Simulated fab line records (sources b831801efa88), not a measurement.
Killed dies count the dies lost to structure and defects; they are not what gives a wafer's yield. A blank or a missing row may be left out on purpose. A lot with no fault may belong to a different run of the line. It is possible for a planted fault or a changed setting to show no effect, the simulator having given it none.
Chamber matching || flow gf180mcu || GF_SAB_ETCH_11 on rie_diel-01 has 4 sister chambers
The step etches SiO2 in C4F8/O2/Ar, target depth 55 nm, time 8.5 s. 7 wafers are shown with their chamber, then 7 later ones without.

WAFERS, EACH WITH ITS CHAMBER
{"wafer": "L981.4", "chamber": 2, "oes_product_au (a.u.)": 0.994}
{"wafer": "L988.5", "chamber": 1, "oes_product_au (a.u.)": 0.993}
{"wafer": "L990.4", "chamber": 3, "oes_product_au (a.u.)": 1.002}
{"wafer": "L990.5", "chamber": 0, "oes_product_au (a.u.)": 1.010}
{"wafer": "L990.6", "chamber": 1, "oes_product_au (a.u.)": 1.018}
{"wafer": "L993.1", "chamber": 3, "oes_product_au (a.u.)": 1.004}
{"wafer": "L993.2", "chamber": 0, "oes_product_au (a.u.)": 1.005}

WAFERS WITHOUT THEIR CHAMBER
{"wafer": "L993.4", "oes_product_au (a.u.)": 1.001}
{"wafer": "L999.1", "oes_product_au (a.u.)": 1.022}
{"wafer": "L999.3", "oes_product_au (a.u.)": 1.011}
{"wafer": "L999.5", "oes_product_au (a.u.)": 1.003}
{"wafer": "L100.3", "oes_product_au (a.u.)": 1.005}
{"wafer": "L100.5", "oes_product_au (a.u.)": 1.006}
{"wafer": "L100.6", "oes_product_au (a.u.)": 1.016}

WHICH CHAMBER EACH WENT THROUGH
{"wafer": "L993.4", "from the rows above": "can't be placed: 3 or 1 or 0 or 2", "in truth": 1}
{"wafer": "L999.1", "from the rows above": "can't be placed: 0 or 1 or 3 or 2", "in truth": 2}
{"wafer": "L999.3", "from the rows above": "can't be placed: 0 or 1 or 3 or 2", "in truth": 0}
{"wafer": "L999.5", "from the rows above": "can't be placed: 3 or 1 or 0 or 2", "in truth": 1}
{"wafer": "L100.3", "from the rows above": "can't be placed: 1 or 3 or 0 or 2", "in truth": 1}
{"wafer": "L100.5", "from the rows above": "can't be placed: 1 or 0 or 3 or 2", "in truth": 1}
{"wafer": "L100.6", "from the rows above": "can't be placed: 0 or 1 or 3 or 2", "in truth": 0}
0 of 7 placed correctly. Not placeable from these rows: 7 (in 7, the candidates include the true chamber). Placed wrongly: 0.
How it was worked out, from the rows above alone: a wafer's distance from a chamber is the root of the sum, over the readings, of the square of ((its reading less the chamber's mean) divided by the reading's scatter). The wafer belongs to the nearest chamber; if the next one is less than 2 further off, it can't be placed. The mean given for a chamber averages the wafers shown for that chamber. The scatter is the square root of a quotient: the sum, over the shown wafers, of each reading's squared deviation from its chamber's mean, divided by wafers minus chambers.
